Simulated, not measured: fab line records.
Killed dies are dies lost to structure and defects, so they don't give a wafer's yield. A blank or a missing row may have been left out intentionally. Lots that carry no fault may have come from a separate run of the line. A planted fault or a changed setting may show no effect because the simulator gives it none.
Matching of chambers :: flow sfqLine :: rieDiel-02 running SFQ_TRILAYER_I2_VIA_BARC_OPEN_VIA_ETCH_096: 4 sister chambers
The step etches BARC in O2, target depth 125 nm, time 41.7 s. 14 wafers are shown with their chamber, then 7 later ones without.

## WAFERS PAIRED WITH THEIR CHAMBERS
wafer: L594.1
chamber: 1
oesProductAu (a.u.): 0.683

wafer: L594.3
chamber: 2
oesProductAu (a.u.): 0.688

wafer: L594.4
chamber: 3
oesProductAu (a.u.): 0.673

wafer: L597.1
chamber: 1
oesProductAu (a.u.): 0.680

wafer: L597.4
chamber: 2
oesProductAu (a.u.): 0.678

wafer: L597.5
chamber: 3
oesProductAu (a.u.): 0.673

wafer: L599.3
chamber: 2
oesProductAu (a.u.): 0.684

wafer: L599.4
chamber: 1
oesProductAu (a.u.): 0.679

wafer: L599.5
chamber: 3
oesProductAu (a.u.): 0.691

wafer: L602.1
chamber: 3
oesProductAu (a.u.): 0.681

wafer: L602.3
chamber: 2
oesProductAu (a.u.): 0.683

wafer: L602.4
chamber: 3
oesProductAu (a.u.): 0.686

wafer: L605.1
chamber: 0
oesProductAu (a.u.): 0.683

wafer: L605.2
chamber: 3
oesProductAu (a.u.): 0.685

SIGNATURES, as means of the wafers listed above
reading: oesProductAu
chamber 0: 0.68300
chamber 1: 0.68067
chamber 2: 0.68325
chamber 3: 0.68150
scatter within a chamber: 0.00572
Rule: for a wafer and a chamber, the distance is found by dividing, reading by reading, the gap between the wafer's reading and the chamber's mean by the reading's scatter, squaring, summing and taking the root. If the next closest chamber is less than 2 further off than the closest, the wafer can't be placed; otherwise it belongs to the closest. The scatter: take each reading less its chamber's mean, square it, sum over the shown wafers, divide by the number of wafers less the number of chambers, and take the root.

## WAFERS WITH NO CHAMBER GIVEN
wafer: L605.6
oesProductAu (a.u.): 0.679

wafer: L608.1
oesProductAu (a.u.): 0.683

wafer: L608.2
oesProductAu (a.u.): 0.691

wafer: L608.5
oesProductAu (a.u.): 0.677

wafer: L612.1
oesProductAu (a.u.): 0.689

wafer: L612.3
oesProductAu (a.u.): 0.681

wafer: L612.6
oesProductAu (a.u.): 0.690

## WHICH CHAMBER EACH WENT THROUGH
wafer: L605.6
from the rows above: can't be placed: 1 or 3 or 0 or 2
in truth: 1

wafer: L608.1
from the rows above: can't be placed: 0 or 2 or 3 or 1
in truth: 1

wafer: L608.2
from the rows above: can't be placed: 2 or 0 or 3 or 1
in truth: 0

wafer: L608.5
from the rows above: can't be placed: 1 or 3 or 0 or 2
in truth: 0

wafer: L612.1
from the rows above: can't be placed: 2 or 0 or 3 or 1
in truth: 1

wafer: L612.3
from the rows above: can't be placed: 1 or 3 or 0 or 2
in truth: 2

wafer: L612.6
from the rows above: can't be placed: 2 or 0 or 3 or 1
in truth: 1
Placed correctly: 0 of 7. Can't be placed from these rows: 7 (the true chamber is among the candidates in 7). Placed wrongly: 0.
